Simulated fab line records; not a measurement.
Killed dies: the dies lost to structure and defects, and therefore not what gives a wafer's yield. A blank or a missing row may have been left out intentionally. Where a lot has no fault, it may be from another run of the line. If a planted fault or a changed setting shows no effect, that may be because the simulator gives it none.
Which tool is to blame?    flow sky130    Sampling: 14 lots, 42 wafers, 6 of 708 route steps

## WHAT THE GAUGES READ, wafer by wafer
SKY_FIELD_ISO_THK_MEAS_23. Usual: FIELD_ISO_OXIDATION_01_THK gives 9.94 nm (standard deviation 0.16).
lot   measured     on             FIELD_ISO_OXIDATION_01_THK (nm)  flag
L624  day 2 05:04  film-metro-02  9.75 9.75 9.74                   
L625  day 3 04:32  film-metro-01  10.00 9.95 10.02                 
L627  day 3 05:42  film-metro-01  10.18 10.18 10.28                
L629  day 3 10:33  film-metro-02  10.08 9.82 10.03                 
L630  day 3 14:23  film-metro-01  10.37 10.20 10.21                
L631  day 3 21:50  film-metro-01  9.97 9.78 9.83                   
L632  day 3 23:11  film-metro-01  9.95 10.12 10.11                 
L633  day 4 07:47  film-metro-01  10.01 9.83 9.91                  
L634  day 4 07:49  film-metro-02  10.16 9.96 10.08                 
L635  day 4 15:23  film-metro-01  9.97 10.04 9.99                  
L644  day 6 16:59  film-metro-01  9.82 9.82 9.73                   
L645  day 7 02:45  film-metro-03  9.93 9.95 9.67                   
L646  day 7 10:59  film-metro-02  9.85 9.94 9.84                   
L647  day 7 10:59  film-metro-01  9.58 9.87 9.56                   

SKY_PWDE_TW_MEAS_10. Usual: PWDE_TW gives 373.7 (standard deviation 2.4).
lot   measured     on             PWDE_TW            flag
L624  day 3 22:15  film-metro-04  372.9 371.5 371.8  
L625  day 4 17:58  film-metro-01  377.1 377.6 374.5  
L627  day 4 19:07  film-metro-01  376.4 376.0 376.8  
L629  day 4 21:10  film-metro-03  370.9 372.5 372.7  
L630  day 5 05:35  film-metro-04  371.5 369.9 370.9  
L631  day 5 16:04  film-metro-01  375.2 376.2 376.8  
L632  day 5 19:34  film-metro-03  372.9 375.2 375.8  
L633  day 5 23:36  film-metro-03  373.0 374.1 373.6  
L634  day 6 01:10  film-metro-01  375.2 376.1 375.9  
L635  day 6 08:06  film-metro-01  375.9 375.6 375.5  
L644  day 8 19:21  film-metro-04  369.6 370.1 371.9  
L645  day 9 13:57  film-metro-03  372.0 372.3 370.7  
L646  day 9 23:48  film-metro-03  372.2 374.1 371.8  
L647  day 9 23:49  film-metro-04  373.4 372.4 371.7  

SKY_NWELL_OVL_MEAS_10. Usual: NWELL_00_OVL gives 0.8 nm (standard deviation 1.4).
lot   measured      on          NWELL_00_OVL (nm)  flag
L624  day 4 14:10   overlay-01  0.9 1.2 0.9        
L625  day 5 11:13   overlay-01  1.1 0.5 1.5        
L627  day 5 13:04   overlay-01  -0.3 -0.3 -0.2     
L629  day 5 15:14   overlay-01  1.3 0.9 -2.1       
L630  day 5 23:56   overlay-01  0.0 0.3 1.6        
L631  day 6 10:43   overlay-01  -0.4 -0.3 1.0      
L632  day 6 14:16   overlay-01  -1.0 -0.3 -0.7     
L633  day 6 18:16   overlay-01  - - -              OFF
L634  day 6 20:20   overlay-01  - - -              OFF
L635  day 7 02:46   overlay-02  -0.8 -0.1 -1.0     
L644  day 9 17:43   overlay-02  1.8 1.1 0.4        
L645  day 10 12:28  overlay-01  -0.1 2.5 0.1       
L646  day 10 22:43  overlay-01  3.3 2.1 2.2        
L647  day 10 23:01  overlay-01  0.4 -0.3 -0.2      

SKY_NWELL_TW_MEAS_15. Usual: NWELL_TW gives 1818 (standard deviation 10).
lot   measured      on             NWELL_TW        flag
L624  day 4 14:44   film-metro-01  1827 1828 1824  
L625  day 5 11:49   film-metro-03  1818 1807 1815  
L627  day 5 13:39   film-metro-04  1804 1805 1805  
L629  day 5 15:49   film-metro-04  1798 1807 1803  
L630  day 6 00:31   film-metro-03  1817 1829 1832  
L631  day 6 11:17   film-metro-01  1832 1829 1824  
L632  day 6 14:52   film-metro-04  1813 1813 1806  
L633  day 6 18:51   film-metro-03  1779 1784 1792  OFF
L634  day 6 20:55   film-metro-04  1769 1753 1763  OFF
L635  day 7 03:20   film-metro-04  1817 1807 1811  
L644  day 9 18:18   film-metro-04  1811 1808 1811  
L645  day 10 13:02  film-metro-01  1830 1835 1827  
L646  day 10 23:17  film-metro-03  1827 1820 1830  
L647  day 10 23:36  film-metro-01  1822 1821 1826  

SKY_NWELL_RS_MEAS_29: measurement is done with a four-point probe. Usual: NWELL_RS gives 623.9 ohm/sq (standard deviation 1.7).
lot   measured      on             NWELL_RS (ohm/sq)  flag
L624  day 5 08:25   film-metro-04  622.3 621.0 622.1  
L625  day 6 06:50   film-metro-01  623.5 623.1 623.1  
L627  day 6 08:07   film-metro-04  623.1 624.3 624.4  
L629  day 6 11:03   film-metro-04  624.2 626.1 624.0  
L630  day 6 19:51   film-metro-03  622.5 622.8 624.3  
L631  day 7 05:57   film-metro-03  624.8 623.4 621.8  
L632  day 7 09:14   film-metro-01  624.7 624.4 624.1  
L633  day 7 13:54   film-metro-04  621.1 621.5 620.1  
L634  day 7 15:27   film-metro-04  621.0 622.3 622.8  
L635  day 7 21:28   film-metro-04  621.7 623.0 621.6  
L644  day 10 17:10  film-metro-04  621.3 621.3 620.4  
L645  day 11 13:25  film-metro-03  625.2 625.5 626.5  
L646  day 11 23:43  film-metro-03  623.1 623.5 622.6  
L647  day 12 00:04  film-metro-04  622.5 623.0 623.9  

## TOOL THAT RAN EACH LOT (tool first, then ch and the chambers of the sampled wafers, then the start)
lot   SKY_NWELL_DEVELOP_09
L624  litho-track-01 ch 0, day 4 14:00
L625  litho-track-03 ch 0, day 5 11:00
L627  litho-track-04 ch 0, day 5 12:00
L629  litho-track-03 ch 0, day 5 15:00
L630  litho-track-03 ch 0, day 5 23:00
L631  litho-track-01 ch 0, day 6 10:00
L632  litho-track-03 ch 0, day 6 14:00
L633  litho-track-03 ch 0, day 6 18:00
L634  litho-track-03 ch 0, day 6 20:00
L635  litho-track-01 ch 0, day 7 02:00
L644  litho-track-04 ch 0, day 9 17:00
L645  litho-track-01 ch 0, day 10 12:00
L646  litho-track-01 ch 0, day 10 22:00
L647  litho-track-03 ch 0, day 10 22:00
- SKY_NWELL_DEVELOP_09: develop time 60 s.

## AS READ BY THE TOOLS THEMSELVES (means over the sampled wafers that have a number; for cases with no such wafer, the mark the record gives instead)
SKY_NWELL_DEVELOP_09. Usual: developer-temp-C 22.96 C, standard deviation 0.11; exhaust-pa 45.2 Pa, standard deviation 0.74.
lot   tool            developer-temp-C (C)  exhaust-pa (Pa)  flag
L624  litho-track-01  22.94                 45.5             
L625  litho-track-03  23.06                 45.6             
L627  litho-track-04  22.93                 44.4             
L629  litho-track-03  22.93                 45.1             
L630  litho-track-03  23.03                 45.5             
L631  litho-track-01  22.94                 44.6             
L632  litho-track-03  22.99                 44.5             
L633  litho-track-03  22.87                 45.0             
L634  litho-track-03  23.19                 45.1             
L635  litho-track-01  23.05                 45.5             
L644  litho-track-04  22.86                 45.1             
L645  litho-track-01  22.89                 44.2             
L646  litho-track-01  23.03                 45.2             
L647  litho-track-03  22.92                 45.4             

## THE ANSWER, worked out from the rows above alone
Rule: a lot is off if the mean of its wafers that have a number lies more than 3 standard deviations from the usual mean. A lot without any number at a reading at which 4 lots or more have one is off too. Any other lot the step has rows for is counted as sound. The gauges are gone through in route order, then the tools' own readings, and for those a lot's mean is taken as printed above. The first step at which some lot is off is used, and at that step the reading that is off furthest; a lot without a number counts as furthest.
Off: at SKY_NWELL_OVL_MEAS_10 (NWELL_00_OVL), L633, L634. Without a number there: L633, L634.
A tool fits if, at a process step before that reading, it ran every lot that is off, and no sound lot after the first of them. The gauges at SKY_NWELL_OVL_MEAS_10 aren't tried: what is off there is off at SKY_NWELL_TW_MEAS_15 too, on other tools, and a gauge's error can't cause that. None of those tried fits.

## WHAT WAS PUT IN BY THE SIMULATOR
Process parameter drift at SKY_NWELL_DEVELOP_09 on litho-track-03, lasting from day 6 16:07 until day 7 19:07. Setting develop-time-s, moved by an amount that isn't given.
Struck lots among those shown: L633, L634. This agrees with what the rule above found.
